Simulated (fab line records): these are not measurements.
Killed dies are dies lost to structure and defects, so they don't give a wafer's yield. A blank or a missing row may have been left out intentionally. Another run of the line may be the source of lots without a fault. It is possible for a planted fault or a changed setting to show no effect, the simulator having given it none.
fab line records	flow sky130
[record] lots = 14	wafers = 42	last_day = 50
route steps=708 shown VIA2@530 VIA3@585 METAL4@632 VIA4@642
lots that met no fault: taken from a fault-free run of the same line
start_h: hours from the record's first day to the start of the lot's first wafer shown	wait_h: hours since the lot's step before	" repeats the value in the row above	L1.1+2: a row that stands for several wafers	- no value, or no start given	* or withheld: withheld	< > ~ a bound
route shown NAME@n: NAME is a module with steps in the file, n the number in the route of the first one	usual: mean/standard deviation of fault-free wafers	same: alike in all rows	chamber/n: place in a boat	sites: the reading at each site	_std_site: their standard deviation	_edge_site: outer sites' mean less inner sites'	radius_mm: for every site, how far away it sits from the centre of the wafer	mask NAME#n: copy n	behind: the most recent tool/chamber to have shaped the wafer	hold: the reason the lot was held/the length of the hold in hours/how it ended	device: whichever transistor did not switch (one of n, p or np)	end of line: the same wafers' tests at the end of the route	a step with no rows: only its recipe	killed: the dies lost at the first sort to structure and to defects; this is not the yield of the wafer	map: per-die view of a wafer (x killed, . not killed, _ where there is no die)
set.NAME: the setting that was run; set.NAME@STEP: the one run at that earlier step	model.NAME: the simulator's own value behind a step, which no gauge read
the route's steps for a sample of lots (tables are steps, rows are wafers)
services: a tool's chamber out of use, with start hour (start_h, from the record's first day; less than 0 if before it), hours out, and reason
[[steps]]
[step SKY_VIA2_THK_MEAS_23]
[recipe] thk_meas_gauge = xrf	reads = W_of_VIA2_CVD_21
[usual] VIA2_W_THK = 441/6.7
lot.wafer	tool	chamber	start_h	wait_h	VIA2_W_THK[nm]
L893.2	film_metro-04	-	861.91	0.1	436
L893.4	"	-	"	"	431
L893.5	"	-	"	"	433
L895.2	film_metro-04	-	882.90	0.1	435
L895.3	"	-	"	"	433
L895.4	"	-	"	"	433
L896.2	film_metro-01	-	895.25	0.1	428
L896.3	"	-	"	"	435
L896.6	"	-	"	"	435
L897.1	film_metro-01	-	902.05	0.1	431
L897.4	"	-	"	"	438
L897.5	"	-	"	"	432
L898.2	film_metro-04	-	906.49	0.1	439
L898.4	"	-	"	"	442
L898.6	"	-	"	"	442
L900.1	film_metro-01	-	918.90	0.1	446
L900.3	"	-	"	"	437
L900.4	"	-	"	"	446
L901.1	film_metro-04	-	923.87	0.1	437
L901.2	"	-	"	"	437
L901.5	"	-	"	"	433
L903.3	film_metro-04	-	941.70	0.1	436
L903.5	"	-	"	"	434
L903.6	"	-	"	"	437
L904.1	film_metro-01	-	947.24	0.1	440
L904.3	"	-	"	"	439
L904.4	"	-	"	"	449
L905.3	film_metro-03	-	953.87	0.1	448
L905.5	"	-	"	"	451
L905.6	"	-	"	"	443
L907.1	film_metro-01	-	962.58	0.1	436
L907.2	"	-	"	"	445
L907.5	"	-	"	"	443
L908.1	film_metro-04	-	971.25	0.1	445
L908.3	"	-	"	"	440
L908.6	"	-	"	"	447
L909.2	film_metro-04	-	978.79	0.1	436
L909.3	"	-	"	"	432
L909.6	"	-	"	"	439
L915.1	film_metro-04	-	1009.80	0.1	442
L915.4	"	-	"	"	448
L915.6	"	-	"	"	440
[step SKY_VIA3_CD_MEAS_12]
[recipe] target_cd_nm = 200
[usual] cd_nm = 199.9/1.5
lot.wafer	tool	chamber	start_h	wait_h	cd_nm
L893.2	cd_sem-02	-	941.38	-	200.6
L893.4	"	-	"	"	201.1
L893.5	"	-	"	"	201.8
L895.2	cd_sem-02	-	961.50	-	199.6
L895.3	"	-	"	"	200.0
L895.4	"	-	"	"	199.0
L896.2	cd_sem-02	-	973.33	-	196.7
L896.3	"	-	"	"	197.5
L896.6	"	-	"	"	198.5
L897.1	cd_sem-02	-	979.68	-	200.4
L897.4	"	-	"	"	200.5
L897.5	"	-	"	"	200.8
L898.2	cd_sem-02	-	983.05	-	200.3
L898.4	"	-	"	"	199.9
L898.6	"	-	"	"	198.8
L900.1	cd_sem-02	-	994.41	-	201.3
L900.3	"	-	"	"	202.1
L900.4	"	-	"	"	200.6
L901.1	cd_sem-01	-	999.43	-	199.0
L901.2	"	-	"	"	200.2
L901.5	"	-	"	"	199.6
L903.3	cd_sem-01	-	1015.67	-	203.9
L903.5	"	-	"	"	203.9
L903.6	"	-	"	"	203.5
L904.1	cd_sem-02	-	1021.83	-	202.1
L904.3	"	-	"	"	201.8
L904.4	"	-	"	"	200.8
L905.3	cd_sem-01	-	1029.05	-	199.1
L905.5	"	-	"	"	198.8
L905.6	"	-	"	"	197.5
L907.1	cd_sem-01	-	1036.49	-	199.0
L907.2	"	-	"	"	196.4
L907.5	"	-	"	"	197.7
L908.1	cd_sem-01	-	1043.63	-	197.7
L908.3	"	-	"	"	200.1
L908.6	"	-	"	"	198.5
L909.2	cd_sem-02	-	1050.95	-	198.1
L909.3	"	-	"	"	199.1
L909.6	"	-	"	"	198.8
L915.1	cd_sem-02	-	1079.16	-	202.5
L915.4	"	-	"	"	202.4
L915.6	"	-	"	"	200.8
[step SKY_METAL4_ETCH_16]
[recipe] chemistry = N2/H2	target = BARC	ion_energy_ev = 200	bias_w = 100	pressure_mtorr = 30	n2_flow_sccm = 100	h2_flow_sccm = 200	icp_w = 500	stop_on = SiO2	time_s = 88.2	target_depth_a = 600
[usual] bias_w = 100.0/0.34	chamber_pressure_mTorr = 30.003/0.028	drypump_motor_current_A = 5.6/0.47	h2_flow_sccm = 200.0/0.68	oes_product_au = 0.625/0.0048	throttle_valve_pct = 13.206/0.0097
lot.wafer	tool	chamber	start_h	wait_h	bias_w	chamber_pressure_mTorr	drypump_motor_current_A	h2_flow_sccm	oes_product_au	rf_hours_counter_h	throttle_valve_pct
L893.2	rie_metal-03	1	994.90	0.0	100.5	29.995	5.0	199.6	0.624	18	13.209
L893.4	"	1	"	"	100.3	30.026	5.0	200.1	0.627	-	13.217
L893.5	"	0	"	"	99.7	30.033	6.0	200.5	0.619	-	13.207
L895.2	rie_metal-01	0	1011.10	0.0	99.6	30.026	5.7	199.7	0.623	4	13.216
L895.3	"	0	"	"	99.9	29.930	5.7	199.6	0.621	-	13.223
L895.4	"	1	"	"	100.3	29.984	5.2	201.5	0.623	-	13.209
L896.2	rie_metal-01	0	1022.85	0.0	99.6	29.957	5.7	200.2	0.622	4	13.192
L896.3	"	0	"	"	99.9	30.036	5.7	200.0	0.625	-	13.215
L896.6	"	0	"	"	99.5	29.979	5.7	199.4	0.625	-	13.197
L897.1	rie_metal-02	1	1029.20	0.0	100.1	29.976	6.3	200.5	0.617	20	13.221
L897.4	"	0	"	"	100.5	29.986	5.2	201.4	0.627	-	13.214
L897.5	"	0	"	"	99.5	29.984	5.2	200.9	0.621	-	13.203
L898.2	rie_metal-02	0	1031.56	0.0	99.7	29.965	5.2	201.2	0.627	13	13.201
L898.4	"	1	"	"	100.0	29.985	6.3	200.1	0.625	-	13.205
L898.6	"	0	"	"	99.5	30.014	5.2	200.2	0.616	-	13.209
L900.1	rie_metal-01	1	1041.85	0.0	100.4	30.000	5.2	200.5	0.619	19	13.196
L900.3	"	0	"	"	100.0	29.992	5.7	198.6	0.623	-	13.221
L900.4	"	1	"	"	99.7	30.014	5.2	199.4	0.627	-	13.211
L901.1	rie_metal-03	0	1048.20	0.0	99.9	29.974	6.0	199.3	0.628	7	13.204
L901.2	"	1	"	"	100.4	30.024	5.0	200.0	0.620	21	13.206
L901.5	"	0	"	"	99.9	29.991	6.0	199.8	0.625	-	13.199
L903.3	rie_metal-02	1	1063.19	0.0	99.1	30.017	6.3	201.1	0.625	-	13.214
L903.5	"	0	"	"	99.8	30.034	5.2	199.4	0.624	-	13.209
L903.6	"	1	"	"	99.5	29.995	6.3	200.1	0.635	-	13.180
L904.1	rie_metal-02	0	1068.70	0.0	99.7	30.058	5.2	199.6	0.637	15	13.190
L904.3	"	1	"	"	99.7	30.003	6.3	200.3	0.623	-	13.185
L904.4	"	0	"	"	99.6	30.015	5.2	199.5	0.627	-	13.203
L905.3	rie_metal-02	0	1075.52	0.1	99.4	30.045	5.2	199.1	0.621	-	13.206
L905.5	"	0	"	"	99.6	29.987	5.2	199.1	0.627	-	13.198
L905.6	"	0	"	"	99.4	30.011	5.2	199.7	0.624	-	13.210
L907.1	rie_metal-01	0	1082.15	0.0	-	-	-	-	-	-	-
L907.2	"	1	"	"	-	-	-	-	-	-	-
L907.5	"	1	"	"	-	-	-	-	-	-	-
L908.1	rie_metal-01	1	1088.42	0.0	-	-	-	-	-	-	-
L908.3	"	0	"	"	-	-	-	-	-	-	-
L908.6	"	0	"	"	-	-	-	-	-	-	-
L909.2	rie_metal-02	0	1095.23	0.1	99.8	29.974	5.2	199.7	0.628	-	13.206
L909.3	"	0	"	"	99.8	30.012	5.2	200.0	0.635	-	13.201
L909.6	"	0	"	"	99.6	30.055	5.3	200.5	0.620	-	13.196
L915.1	rie_metal-03	1	1122.47	0.0	99.9	30.082	5.0	199.7	0.621	24	13.212
L915.4	"	1	"	"	100.2	29.990	5.0	200.4	0.630	-	13.203
L915.6	"	1	"	"	100.2	29.940	5.0	200.5	0.628	-	13.203
[step SKY_METAL4_ETCH_17]
[recipe] target = SiO2	stop_on = TiN	chemistry = C4F8/O2/Ar	source_w = 1500	bias_w = 1200	pressure_mtorr = 40	c4f8_flow_sccm = withheld	O2_flow_sccm = 6	Ar_flow_sccm = 300	time_s = 3.9	target_depth_a = 150
[usual] bias_w = 1200/3.8	chamber_pressure_mTorr = 40.00/0.039	oes_product_au = 0.754/0.0083
lot.wafer	tool	chamber	start_h	wait_h	bias_w	chamber_pressure_mTorr	oes_product_au
L893.2	rie_diel-01	2	995.00	0.1	1196	39.97	0.754
L893.4	"	0	"	"	1206	39.95	0.756
L893.5	"	2	"	"	1197	40.01	0.762
L895.2	rie_diel-03	1	1011.20	0.1	1193	40.05	0.752
L895.3	"	3	"	"	1200	39.97	0.767
L895.4	"	2	"	"	1205	40.03	0.759
L896.2	rie_diel-04	2	1022.95	0.1	1194	40.02	0.765
L896.3	"	3	"	"	1199	39.97	0.750
L896.6	"	3	"	"	1201	40.01	0.767
L897.1	rie_diel-04	1	1029.30	0.1	1202	40.02	0.749
L897.4	"	0	"	"	1205	40.06	0.752
L897.5	"	1	"	"	1199	40.08	0.755
L898.2	rie_diel-04	3	1031.66	0.1	1199	40.02	0.753
L898.4	"	0	"	"	1198	40.00	0.748
L898.6	"	0	"	"	1203	39.95	0.764
L900.1	rie_diel-01	2	1041.95	0.1	1200	40.01	0.754
L900.3	"	3	"	"	1207	39.97	0.748
L900.4	"	1	"	"	1199	40.02	0.763
L901.1	rie_diel-01	1	1048.30	0.1	1201	40.01	0.758
L901.2	"	3	"	"	1203	39.98	0.752
L901.5	"	1	"	"	1202	39.98	0.751
L903.3	rie_diel-03	3	1063.25	0.0	1198	40.04	0.755
L903.5	"	3	"	"	1202	40.08	0.756
L903.6	"	2	"	"	1206	40.01	0.748
L904.1	rie_diel-04	1	1068.79	0.1	1194	40.00	0.756
L904.3	"	0	"	"	1200	40.10	0.759
L904.4	"	2	"	"	1200	40.03	0.772
L905.3	rie_diel-04	1	1075.65	0.1	1197	40.01	0.749
L905.5	"	2	"	"	1201	39.95	0.749
L905.6	"	3	"	"	1202	39.98	0.767
L907.1	rie_diel-03	1	1082.24	0.1	1206	39.95	0.370
L907.2	"	3	"	"	1195	39.98	0.372
L907.5	"	2	"	"	1200	40.01	0.372
L908.1	rie_diel-01	0	1088.52	0.1	1206	39.98	0.377
L908.3	"	3	"	"	1199	39.99	0.382
L908.6	"	2	"	"	1202	40.03	0.382
L909.2	rie_diel-04	1	1095.40	0.1	1203	40.04	0.751
L909.3	"	3	"	"	1197	40.01	0.754
L909.6	"	2	"	"	1202	39.96	0.754
L915.1	rie_diel-04	2	1122.57	0.1	1193	39.98	0.759
L915.4	"	0	"	"	1195	40.00	0.748
L915.6	"	3	"	"	1195	39.91	0.764
[step SKY_METAL4_METAL_ETCH_18]
[recipe] target_depth_a = 8450	stop_on = SiO2	over_etch_frac = 0.3	time_s = 183.1	chemistry = Cl2/BCl3	resist_sidewall_deg = 88	pressure_mtorr = 10	icp_w = 900	bias_w = 48.5	Cl2_flow_sccm = 60	bcl3_flow_sccm = 30
[usual] bcl3_flow_sccm = 30.00/0.089	bias_w = 48.50/0.16	drypump_motor_current_A = 5.6/0.45	oes_product_au = 0.865/0.0085	throttle_valve_pct = 22.265/0.0089
lot.wafer	tool	chamber	start_h	wait_h	bcl3_flow_sccm	bias_w	drypump_motor_current_A	oes_product_au	rf_hours_counter_h	throttle_valve_pct
L893.2	rie_metal-02	1	995.02	0.0	30.15	48.62	6.3	0.866	18	22.264
L893.4	"	1	"	"	29.99	48.58	6.3	0.865	-	22.263
L893.5	"	1	"	"	30.06	48.49	6.3	0.867	-	22.256
L895.2	rie_metal-02	0	1011.22	0.0	29.87	48.54	5.2	0.877	12	22.258
L895.3	"	1	"	"	29.94	48.53	6.3	0.878	-	22.263
L895.4	"	0	"	"	29.92	48.53	5.2	0.875	-	22.254
L896.2	rie_metal-02	1	1022.97	0.0	29.86	48.49	6.3	0.870	20	22.278
L896.3	"	0	"	"	30.12	48.49	5.2	0.861	-	22.258
L896.6	"	1	"	"	29.88	48.56	6.3	0.863	-	22.254
L897.1	rie_metal-01	0	1029.32	0.0	30.12	48.43	5.7	0.874	5	22.268
L897.4	"	1	"	"	30.09	48.86	5.2	0.865	-	22.270
L897.5	"	1	"	"	30.06	48.79	5.2	0.873	-	22.276
L898.2	rie_metal-01	0	1031.68	0.0	29.93	48.47	5.7	0.877	5	22.261
L898.4	"	0	"	"	30.06	48.37	5.7	0.863	-	22.268
L898.6	"	1	"	"	30.07	48.89	5.2	0.877	-	22.265
L900.1	rie_metal-03	0	1041.97	0.0	30.16	48.42	6.0	0.864	6	22.278
L900.3	"	0	"	"	30.17	48.52	6.0	0.873	-	22.253
L900.4	"	1	"	"	30.16	48.55	5.0	0.866	-	22.273
L901.1	rie_metal-01	1	1048.32	0.0	30.12	48.33	5.2	0.857	20	22.266
L901.2	"	0	"	"	29.91	48.51	5.7	0.849	7	22.265
L901.5	"	0	"	"	29.84	48.37	5.7	0.860	-	22.267
L903.3	rie_metal-03	1	1063.33	0.1	30.00	48.25	5.0	0.873	-	22.268
L903.5	"	1	"	"	29.93	48.47	5.0	0.867	-	22.271
L903.6	"	0	"	"	30.01	48.68	6.0	0.873	-	22.271
L904.1	rie_metal-01	0	1068.81	0.0	30.05	48.48	5.7	0.857	8	22.270
L904.3	"	0	"	"	30.05	48.44	5.7	0.866	-	22.248
L904.4	"	1	"	"	30.01	48.70	5.2	0.863	-	22.267
L905.3	rie_metal-01	1	1075.72	0.1	29.87	48.48	5.2	0.856	-	22.264
L905.5	"	0	"	"	30.06	48.43	5.7	0.868	-	22.280
L905.6	"	1	"	"	29.88	48.52	5.2	0.859	-	22.271
L907.1	rie_metal-03	0	1082.26	0.0	29.95	48.37	6.0	0.371	10	22.269
L907.2	"	0	"	"	30.09	48.38	6.0	0.375	-	22.273
L907.5	"	0	"	"	29.93	48.55	6.0	0.367	-	22.274
L908.1	rie_metal-03	0	1088.54	0.0	29.90	48.50	6.0	0.375	11	22.264
L908.3	"	0	"	"	29.87	48.54	6.0	0.378	-	22.263
L908.6	"	0	"	"	29.96	48.48	6.0	0.373	-	22.272
L909.2	rie_metal-01	1	1095.42	0.0	30.06	48.52	5.3	0.873	24	22.262
L909.3	"	0	"	"	29.97	48.28	5.7	0.859	-	22.259
L909.6	"	0	"	"	30.14	48.40	5.7	0.870	-	22.262
L915.1	rie_metal-02	1	1122.59	0.0	30.09	48.56	6.3	0.863	2	22.266
L915.4	"	1	"	"	30.06	48.63	6.3	0.867	-	22.259
L915.6	"	1	"	"	30.06	48.59	6.3	0.868	-	22.262
[step SKY_METAL4_STRIP_19]
[recipe] chemistry = O2/N2	power_w = 1400	pressure_mtorr = 1500	platen_temp_c = withheld	o2_flow_sccm = 3000	n2_flow_sccm = 300	overash_fraction = 0.5
[usual] drypump_motor_current_A = 5.6/0.48	oes_product_au = 0.502/0.0061	strip_time_to_endpoint_s = 6.53/0.076
lot.wafer	tool	chamber	start_h	wait_h	drypump_motor_current_A	oes_product_au	rf_hours_counter_h	strip_time_to_endpoint_s
L893.2	plasma_asher-02	0	995.20	0.1	5.7	0.491	26	6.36
L893.4	"	1	"	"	5.4	0.500	-	6.41
L893.5	"	0	"	"	5.7	0.491	-	6.36
L895.2	plasma_asher-03	1	1011.40	0.1	6.7	0.510	91	6.57
L895.3	"	0	"	"	5.9	0.497	-	6.46
L895.4	"	1	"	"	6.7	0.504	-	6.60
L896.2	plasma_asher-04	1	1023.15	0.1	5.2	0.500	114	6.38
L896.3	"	0	"	"	5.2	0.501	-	6.54
L896.6	"	1	"	"	5.2	0.504	-	6.38
L897.1	plasma_asher-04	1	1029.50	0.1	5.2	0.496	115	6.42
L897.4	"	0	"	"	5.2	0.506	-	6.55
L897.5	"	0	"	"	5.3	0.508	-	6.57
L898.2	plasma_asher-04	0	1031.86	0.1	5.2	0.502	115	6.48
L898.4	"	1	"	"	5.2	0.487	-	6.46
L898.6	"	0	"	"	5.2	0.496	-	6.65
L900.1	plasma_asher-03	1	1042.15	0.1	6.7	0.500	91	6.60
L900.3	"	0	"	"	5.8	0.496	-	6.53
L900.4	"	1	"	"	6.7	0.509	-	6.61
L901.1	plasma_asher-02	1	1048.50	0.1	5.4	0.515	31	6.60
L901.2	"	0	"	"	5.7	0.498	31	6.47
L901.5	"	1	"	"	5.4	0.501	-	6.51
L903.3	plasma_asher-02	0	1063.48	0.1	5.7	0.507	-	6.65
L903.5	"	0	"	"	5.7	0.509	-	6.68
L903.6	"	1	"	"	5.4	0.503	-	6.69
L904.1	plasma_asher-04	0	1068.99	0.1	5.2	0.495	0	6.52
L904.3	"	1	"	"	5.1	0.501	-	6.48
L904.4	"	0	"	"	5.2	0.506	-	6.51
L905.3	plasma_asher-04	1	1075.88	0.1	5.2	0.508	-	6.55
L905.5	"	0	"	"	5.2	0.497	-	6.51
L905.6	"	1	"	"	5.2	0.503	-	6.53
L907.1	plasma_asher-02	1	1082.62	0.3	5.4	0.517	35	7.01
L907.2	"	0	"	"	5.7	0.522	35	7.00
L907.5	"	1	"	"	5.4	0.523	-	6.98
L908.1	plasma_asher-02	0	1088.89	0.3	5.7	0.518	36	6.93
L908.3	"	1	"	"	5.4	0.517	-	6.93
L908.6	"	1	"	"	5.4	0.518	-	6.93
L909.2	plasma_asher-04	0	1095.59	0.1	5.2	0.505	3	6.55
L909.3	"	0	"	"	5.2	0.501	-	6.55
L909.6	"	1	"	"	5.1	0.505	-	6.51
L915.1	plasma_asher-03	0	1122.94	0.3	5.9	0.506	99	6.55
L915.4	"	0	"	"	5.9	0.514	-	6.52
L915.6	"	0	"	"	5.9	0.499	-	6.52
[step SKY_VIA4_BOW_MEAS_03]
[recipe] mode = bow
[usual] VIA4_BOW = 79/8.4
lot.wafer	tool	chamber	start_h	wait_h	VIA4_BOW[um]
L893.2	film_metro-03	-	996.35	0.2	78
L893.4	"	-	"	"	76
L893.5	"	-	"	"	75
L895.2	film_metro-04	-	1012.58	0.2	76
L895.3	"	-	"	"	72
L895.4	"	-	"	"	94
L896.2	film_metro-04	-	1024.30	0.2	86
L896.3	"	-	"	"	61
L896.6	"	-	"	"	78
L897.1	film_metro-04	-	1030.63	0.2	96
L897.4	"	-	"	"	83
L897.5	"	-	"	"	81
L898.2	film_metro-01	-	1033.05	0.2	68
L898.4	"	-	"	"	77
L898.6	"	-	"	"	67
L900.1	film_metro-04	-	1043.47	0.1	88
L900.3	"	-	"	"	83
L900.4	"	-	"	"	85
L901.1	film_metro-04	-	1049.65	0.1	78
L901.2	"	-	"	"	87
L901.5	"	-	"	"	74
L903.3	film_metro-01	-	1064.65	0.2	78
L903.5	"	-	"	"	78
L903.6	"	-	"	"	86
L904.1	film_metro-04	-	1070.12	0.2	73
L904.3	"	-	"	"	79
L904.4	"	-	"	"	81
L905.3	film_metro-01	-	1077.02	0.2	84
L905.5	"	-	"	"	80
L905.6	"	-	"	"	84
L909.2	film_metro-04	-	1096.75	0.3	68
L909.3	"	-	"	"	84
L909.6	"	-	"	"	82
L915.1	film_metro-04	-	1124.54	0.2	102
L915.4	"	-	"	"	85
L915.6	"	-	"	"	91
[[services]]
tool	chamber	start_h	hours	kind
rie_diel-04	3	980.33	1.7	repair
rie_diel-03	0	995.95	4.9	repair
plasma_asher-02	-	996.57	1.5	repair
plasma_asher-03	-	1012.27	28.1	pm
rie_diel-04	0	1031.71	-	clean
rie_diel-04	0	1031.71	21.2	scheduled_down
rie_diel-04	0	1031.71	21.2	vent_cycle
rie_diel-03	-	1048.06	0.2	repair
rie_diel-03	2	1049.44	4.6	repair
plasma_asher-04	-	1055.25	9.0	pm
plasma_asher-04	0	1055.25	9.0	vent_cycle
plasma_asher-04	1	1055.25	9.0	vent_cycle
plasma_asher-04	0	1064.25	-	clean
rie_metal-03	1	1069.04	39.7	repair
rie_metal-03	0	1072.15	2.1	repair
rie_metal-02	1	1073.78	-	clean
rie_metal-02	1	1073.78	27.5	scheduled_down
rie_metal-02	1	1073.78	27.5	vent_cycle
rie_diel-04	-	1090.76	1.4	repair
rie_diel-04	0	1093.95	2.5	repair
rie_metal-01	0	1114.40	20.9	repair
rie_diel-03	-	1119.08	2.8	pm
plasma_asher-04	-	1120.81	5.1	repair
rie_metal-02	0	1121.12	4.7	repair
[[key]]
[first_sign] step = SKY_METAL4_ETCH_16	reading = tool_record	direction = missing
[effect] step = SKY_METAL4_ETCH_17	reading = oes_product_au	direction = down	sigmas = 46	usual = 0.754	struck = 0.376
[effect] step = SKY_METAL4_METAL_ETCH_18	reading = oes_product_au	direction = down	sigmas = 58	usual = 0.865	struck = 0.373
[effect] step = SKY_METAL4_STRIP_19	reading = strip_time_to_endpoint_s	direction = up	sigmas = 5.7	usual = *	struck = *
met_at SKY_METAL4_ETCH_16
struck_lots L907,L908
later_rows_left_out L907.1,L907.2,L907.5,L908.1,L908.3,L908.6
sort_left_out L907.1,L907.2,L907.5,L908.1,L908.3,L908.6
not_acting_at SKY_VIA2_THK_MEAS_23,SKY_VIA3_CD_MEAS_12,SKY_VIA4_BOW_MEAS_03
onset_between 1041.85 1082.15
[fault] kind = skipped_step_whole	tool = rie_metal-01	chamber = -	onset_h = 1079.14	steps = SKY_METAL4_ETCH_16	scope = struck_lots_only
// sort_left_out: the simulated sort isn't trusted on such a fault, so these wafers' sort isn't shown, and their yield isn't known
// later_rows_left_out: the simulator's readings of these wafers behind a module that went badly wrong aren't trusted and aren't shown, but for the sort
